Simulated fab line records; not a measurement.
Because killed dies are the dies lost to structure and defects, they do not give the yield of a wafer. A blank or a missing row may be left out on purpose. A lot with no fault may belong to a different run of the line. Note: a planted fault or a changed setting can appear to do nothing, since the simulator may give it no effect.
What tool caused it? | flow gf180mcu | 39 wafers from 13 lots sampled at 5 of the route's 602 steps

## WHAT THE GAUGES SHOWED, per wafer
GF_STI_CD_MEAS_12 targets a cd of 220 nm. Usual: cdNm 220.2 nm, standard deviation 1.2.
lot  | measured    | on       | cdNm (nm)         | flag
L178 | day 2 02:24 | cdSem-01 | 220.8 222.1 221.9 | 
L179 | day 2 07:48 | cdSem-01 | 219.6 219.7 219.9 | 
L180 | day 2 11:24 | cdSem-01 | 219.3 219.8 218.8 | 
L181 | day 2 18:11 | cdSem-01 | 220.0 221.1 221.1 | 
L184 | day 3 08:24 | cdSem-01 | 219.3 218.5 219.3 | 
L187 | day 4 00:11 | cdSem-02 | 218.5 220.9 219.8 | 
L188 | day 4 05:06 | cdSem-02 | 220.3 220.8 221.4 | 
L189 | day 4 09:27 | cdSem-02 | 218.6 217.5 217.3 | 
L190 | day 4 14:25 | cdSem-01 | 220.6 220.7 220.3 | 
L191 | day 4 20:22 | cdSem-02 | 220.3 220.3 219.4 | 
L198 | day 6 07:46 | cdSem-01 | 222.5 222.5 222.5 | 
L199 | day 6 13:30 | cdSem-02 | 220.4 220.4 220.9 | 
L200 | day 6 19:15 | cdSem-02 | 221.9 221.8 222.1 | 

GF_DNWELL_TW_MEAS_09. Usual: DNWELL_TW typically reads 1349, with standard deviation 10.
lot  | measured    | on           | DNWELL_TW      | flag
L178 | day 2 19:49 | filmMetro-01 | 1353 1361 1364 | 
L179 | day 3 00:24 | filmMetro-03 | 1352 1358 1358 | 
L180 | day 3 05:18 | filmMetro-02 | 1345 1335 1340 | 
L181 | day 3 12:47 | filmMetro-02 | 1333 1337 1339 | 
L184 | day 4 02:19 | filmMetro-03 | 1354 1345 1343 | 
L187 | day 4 18:53 | filmMetro-02 | 1370 1371 1369 | 
L188 | day 4 23:49 | filmMetro-03 | 1345 1352 1343 | 
L189 | day 5 04:15 | filmMetro-03 | 1351 1351 1351 | 
L190 | day 5 10:41 | filmMetro-01 | 1367 1365 1364 | 
L191 | day 5 16:01 | filmMetro-03 | 1359 1361 1358 | 
L198 | day 7 04:04 | filmMetro-01 | 2548 2547 2552 | OFF
L199 | day 7 09:33 | filmMetro-01 | 2537 2537 2562 | OFF
L200 | day 7 16:54 | filmMetro-03 | 2514 2529 2520 | OFF

GF_MVSD_OVL_MEAS_07. Usual: MVSD_OVL typically reads -0.1 nm, with standard deviation 1.3.
lot  | measured    | on         | MVSD_OVL (nm)  | flag
L178 | day 4 12:31 | overlay-01 | 1.5 -0.2 2.1   | 
L179 | day 4 16:51 | overlay-01 | 1.1 -0.6 -0.5  | 
L180 | day 4 21:18 | overlay-01 | -0.2 0.7 0.5   | 
L181 | day 5 05:33 | overlay-01 | 0.3 0.3 -0.8   | 
L184 | day 5 20:49 | overlay-01 | -1.4 1.0 0.8   | 
L187 | day 6 14:42 | overlay-01 | -0.7 -0.3 -0.9 | 
L188 | day 6 21:16 | overlay-01 | 0.1 1.2 0.9    | 
L189 | day 7 01:06 | overlay-02 | -0.1 -0.4 0.6  | 
L190 | day 7 08:07 | overlay-02 | 0.6 -1.0 -0.2  | 
L191 | day 7 14:16 | overlay-02 | 0.1 0.0 0.7    | 
L198 | day 9 05:22 | overlay-02 | -2.3 -1.9 -1.9 | 
L199 | day 9 11:06 | overlay-02 | -2.3 -2.6 -1.6 | 
L200 | day 9 18:48 | overlay-01 | -0.2 -1.4 -0.1 | 

## WHICH TOOL RAN EACH LOT (tool, then ch and the chambers of the sampled wafers, then the start)
lot  | GF_STI_ETCH_14                 | GF_DNWELL_IMPLANT_07
L178 | rieSi-01 ch 0,1,2, day 2 02:36 | implanter-04 ch 0, day 2 19:34
L179 | rieSi-01 ch 0,3, day 2 08:00   | implanter-04 ch 0, day 3 00:09
L180 | rieSi-02 ch 0,1,3, day 2 11:36 | implanter-04 ch 0, day 3 05:03
L181 | rieSi-01 ch 0,1,2, day 2 18:22 | implanter-03 ch 0, day 3 12:32
L184 | rieSi-01 ch 0,2,3, day 3 08:36 | implanter-03 ch 0, day 4 02:04
L187 | rieSi-02 ch 1,2, day 4 00:22   | implanter-02 ch 0, day 4 18:38
L188 | rieSi-02 ch 0,1, day 4 05:18   | implanter-03 ch 0, day 4 23:34
L189 | rieSi-01 ch 0,1,3, day 4 09:39 | implanter-03 ch 0, day 5 04:00
L190 | rieSi-01 ch 0,1, day 4 14:36   | implanter-03 ch 0, day 5 10:26
L191 | rieSi-01 ch 0,1,2, day 4 20:33 | implanter-04 ch 0, day 5 15:46
L198 | rieSi-01 ch 0,1,3, day 6 07:57 | implanter-03 ch 0, day 7 03:50
L199 | rieSi-01 ch 1,2,3, day 6 13:42 | implanter-03 ch 0, day 7 09:18
L200 | rieSi-02 ch 0,1,2, day 6 19:27 | implanter-02 ch 0, day 7 16:39
- GF_STI_ETCH_14: etches Si in HBr/Cl2/O2, target depth 360 nm, time 102.9 s.
- GF_DNWELL_IMPLANT_07

## AS READ BY THE TOOLS THEMSELVES (means over the sampled wafers that have a number; for cases with no such wafer, the mark the record gives instead)
GF_STI_ETCH_14. Usual: HBr_flow_sccm 150.0 sccm, standard deviation 0.45; drypumpMotorCurrentA 5.8 A, standard deviation 0.42; oesProductAu 1.008 a.u., standard deviation 0.015; throttleValvePct 25.650 %, standard deviation 0.013.
lot  | tool     | HBr_flow_sccm (sccm) | drypumpMotorCurrentA (A) | oesProductAu (a.u.) | throttleValvePct (%) | flag
L178 | rieSi-01 | 149.6                | 5.9                      | 1.015               | 25.646               | 
L179 | rieSi-01 | 150.0                | 5.5                      | 1.025               | 25.638               | 
L180 | rieSi-02 | 149.8                | 6.1                      | 0.996               | 25.647               | 
L181 | rieSi-01 | 150.1                | 5.9                      | 1.015               | 25.644               | 
L184 | rieSi-01 | 149.8                | 5.7                      | 1.014               | 25.641               | 
L187 | rieSi-02 | 149.7                | 5.9                      | 1.011               | 25.645               | 
L188 | rieSi-02 | 150.2                | 6.3                      | 1.005               | 25.645               | 
L189 | rieSi-01 | 150.1                | 5.7                      | 1.019               | 25.657               | 
L190 | rieSi-01 | 150.2                | 5.9                      | 1.017               | 25.637               | 
L191 | rieSi-01 | 150.3                | 5.8                      | 1.017               | 25.650               | 
L198 | rieSi-01 | 150.1                | 5.7                      | 1.024               | 25.646               | 
L199 | rieSi-01 | 150.3                | 5.9                      | 1.010               | 25.648               | 
L200 | rieSi-02 | 150.0                | 5.9                      | 1.005               | 25.648               | 

GF_DNWELL_IMPLANT_07. Usual: beamOnS 10.03 s, standard deviation 0.2; faradayCurrentUA 56.3, standard deviation 1.1.
lot  | tool         | beamOnS (s) | faradayCurrentUA | flag
L178 | implanter-04 | 9.97        | 56.6             | 
L179 | implanter-04 | 10.06       | 56.1             | 
L180 | implanter-04 | 10.14       | 55.8             | 
L181 | implanter-03 | 10.19       | 55.3             | 
L184 | implanter-03 | 10.07       | 55.8             | 
L187 | implanter-02 | 10.03       | 56.4             | 
L188 | implanter-03 | 9.88        | 57.1             | 
L189 | implanter-03 | 10.00       | 56.4             | 
L190 | implanter-03 | 10.38       | 54.3             | 
L191 | implanter-04 | 9.97        | 56.8             | 
L198 | implanter-03 | 10.02       | 56.3             | 
L199 | implanter-03 | 9.97        | 56.6             | 
L200 | implanter-02 | 10.00       | 56.4             | 

## THE ANSWER, worked out from the rows above alone
Rule: take the mean of a lot's wafers that have a number; if it is more than 3 standard deviations from the usual mean, the lot is off. A lot without any number at a reading at which 4 lots or more have one is off too. The other lots that the step has rows for count as sound. The gauges are gone through in route order, then the tools' own readings, and for those a lot's mean is taken as printed above. The first step at which some lot is off is used, and at that step the reading that is off furthest; a lot without a number counts as furthest.
Off: L198, L199, L200, at GF_DNWELL_TW_MEAS_09 (DNWELL_TW).
If a tool, at a process step before that reading, ran all the lots that are off and no sound lot after the first of them, it fits. Gauges at GF_DNWELL_TW_MEAS_09: tried the same way as those tools. None of those tried fits.

## WHAT THE SIMULATOR HAD INSERTED
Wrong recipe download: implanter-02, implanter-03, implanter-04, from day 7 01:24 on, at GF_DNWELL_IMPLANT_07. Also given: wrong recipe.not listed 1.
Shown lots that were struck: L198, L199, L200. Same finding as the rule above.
